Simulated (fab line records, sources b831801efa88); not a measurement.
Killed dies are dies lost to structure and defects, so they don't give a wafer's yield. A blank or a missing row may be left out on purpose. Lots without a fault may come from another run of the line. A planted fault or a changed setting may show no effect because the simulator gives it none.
Which tool did it? | flow sky130 | 14 lots, 42 wafers sampled, at 4 steps of a route of 708

WHAT THE GAUGES READ, wafer by wafer
SKY_CAP2M_RS_MEAS_03: measures by four-point-probe. Usual: CAP2M_TIN_RS 6.86 ohm/sq, standard deviation 0.068.
lot  | measured     | on            | CAP2M_TIN_RS (ohm/sq) | flag
L816 | day 39 21:43 | film_metro-01 | 6.80 6.84 6.77        |
L821 | day 41 10:38 | film_metro-01 | 6.87 6.87 6.85        |
L825 | day 42 14:00 | film_metro-02 | 6.84 6.88 6.86        |
L824 | day 42 14:15 | film_metro-01 | 6.86 6.92 6.89        |
L828 | day 43 14:58 | film_metro-04 | 6.88 6.86 6.85        |
L830 | day 44 04:40 | film_metro-02 | 6.81 6.76 6.78        |
L831 | day 44 15:05 | film_metro-04 | 6.84 6.91 6.97        |
L832 | day 44 16:27 | film_metro-01 | 6.87 6.87 6.87        |
L833 | day 44 17:06 | film_metro-02 | 6.79 6.85 6.79        |
L834 | day 45 02:34 | film_metro-01 | 6.95 6.97 6.99        |
L836 | day 45 11:05 | film_metro-01 | 6.90 6.88 6.88        |
L835 | day 45 11:34 | film_metro-01 | 6.93 6.96 6.99        |
L838 | day 46 22:50 | film_metro-02 | 6.84 6.77 6.83        |
L839 | day 47 02:41 | film_metro-01 | 6.87 6.86 6.82        |

SKY_METAL4_OVL_MEAS_14. Usual: METAL4_OVL 2 nm, standard deviation 5.5.
lot  | measured     | on         | METAL4_OVL (nm) | flag
L816 | day 41 21:33 | overlay-02 | 10 9 14         |
L821 | day 43 09:52 | overlay-01 | 1 7 2           |
L825 | day 44 12:53 | overlay-01 | 5 8 5           |
L824 | day 44 12:58 | overlay-02 | 5 2 0           |
L828 | day 45 11:46 | overlay-01 | 2 -4 -1         |
L830 | day 46 01:04 | overlay-01 | 1 -3 5          |
L831 | day 46 09:31 | overlay-01 | 8 3 2           |
L832 | day 46 11:45 | overlay-02 | -7 -4 -3        |
L833 | day 46 12:16 | overlay-01 | -1 -2 4         |
L834 | day 46 21:16 | overlay-01 | 5 2 6           |
L836 | day 47 06:01 | overlay-02 | -2 -8 1         |
L835 | day 47 06:22 | overlay-01 | -5 -3 -4        |
L838 | day 48 13:58 | overlay-01 | 2 0 -1          |
L839 | day 48 16:37 | overlay-01 | 0 0 0           |

WHICH TOOL RAN EACH LOT (tool, then ch and the chambers of the sampled wafers, then the start)
lot  | SKY_LI_CONTACT_SPUTTER_19    | SKY_METAL4_SPUTTER_02
L816 | pvd_sputter-01, day 29 08:16 | pvd_sputter-01, day 39 21:23
L821 | pvd_sputter-01, day 31 02:32 | pvd_sputter-01, day 41 10:20
L825 | pvd_sputter-01, day 32 09:55 | pvd_sputter-01, day 42 13:41
L824 | pvd_sputter-01, day 32 11:23 | pvd_sputter-03, day 42 13:53
L828 | pvd_sputter-04, day 33 12:59 | pvd_sputter-02, day 43 14:39
L830 | pvd_sputter-04, day 34 06:43 | pvd_sputter-02, day 44 04:20
L831 | pvd_sputter-03, day 34 18:07 | pvd_sputter-02, day 44 14:47
L832 | pvd_sputter-01, day 34 19:40 | pvd_sputter-02, day 44 16:07
L833 | pvd_sputter-01, day 34 21:55 | pvd_sputter-03, day 44 16:46
L834 | pvd_sputter-01, day 35 08:25 | pvd_sputter-01, day 45 02:16
L836 | pvd_sputter-01, day 35 18:46 | pvd_sputter-01, day 45 10:45
L835 | pvd_sputter-04, day 35 19:00 | pvd_sputter-03, day 45 11:14
L838 | pvd_sputter-03, day 37 16:58 | pvd_sputter-02, day 46 22:32
L839 | pvd_sputter-04, day 37 18:07 | pvd_sputter-03, day 47 02:23
- SKY_LI_CONTACT_SPUTTER_19: material Ti, target thk 20 nm, time 106.37 s.
- SKY_METAL4_SPUTTER_02: material AlCu, target thk 735 nm, time 39.1 s.

WHAT THE TOOLS THEMSELVES READ (means of the sampled wafers that have a number; where no wafer has one, the mark that the record gives instead)
SKY_LI_CONTACT_SPUTTER_19. Usual: throttle_valve_pct 30.0 %, standard deviation 0.74.
lot  | tool           | throttle_valve_pct (%) | flag
L816 | pvd_sputter-01 | 30.0                   |
L821 | pvd_sputter-01 | 29.9                   |
L825 | pvd_sputter-01 | 30.8                   |
L824 | pvd_sputter-01 | 31.2                   |
L828 | pvd_sputter-04 | 29.6                   |
L830 | pvd_sputter-04 | 29.2                   |
L831 | pvd_sputter-03 | 29.6                   |
L832 | pvd_sputter-01 | 30.8                   |
L833 | pvd_sputter-01 | 29.9                   |
L834 | pvd_sputter-01 | 30.5                   |
L836 | pvd_sputter-01 | 29.8                   |
L835 | pvd_sputter-04 | 29.8                   |
L838 | pvd_sputter-03 | 29.6                   |
L839 | pvd_sputter-04 | 29.1                   |

SKY_METAL4_SPUTTER_02. Usual: throttle_valve_pct 29.8 %, standard deviation 1.
lot  | tool           | throttle_valve_pct (%) | flag
L816 | pvd_sputter-01 | 30.7                   |
L821 | pvd_sputter-01 | 30.7                   |
L825 | pvd_sputter-01 | 29.8                   |
L824 | pvd_sputter-03 | 29.6                   |
L828 | pvd_sputter-02 | 29.3                   |
L830 | pvd_sputter-02 | 29.5                   |
L831 | pvd_sputter-02 | 28.5                   |
L832 | pvd_sputter-02 | 29.6                   |
L833 | pvd_sputter-03 | 30.1                   |
L834 | pvd_sputter-01 | 30.1                   |
L836 | pvd_sputter-01 | 30.0                   |
L835 | pvd_sputter-03 | 29.6                   |
L838 | pvd_sputter-02 | 29.5                   |
L839 | pvd_sputter-03 | 29.3                   |

THE ANSWER, worked out from the rows above alone
Rule: a lot is off if the mean of its wafers that have a number lies more than 3 standard deviations from the usual mean. A lot without any number at a reading at which 4 lots or more have one is off too. The other lots that the step has rows for count as sound. The gauges are gone through in route order, then the tools' own readings, and for those a lot's mean is taken as printed above. The first step at which some lot is off is used, and at that step the reading that is off furthest; a lot without a number counts as furthest.
No lot is off at any reading shown: from this, nothing can be told.

WHAT THE SIMULATOR HAD PUT IN
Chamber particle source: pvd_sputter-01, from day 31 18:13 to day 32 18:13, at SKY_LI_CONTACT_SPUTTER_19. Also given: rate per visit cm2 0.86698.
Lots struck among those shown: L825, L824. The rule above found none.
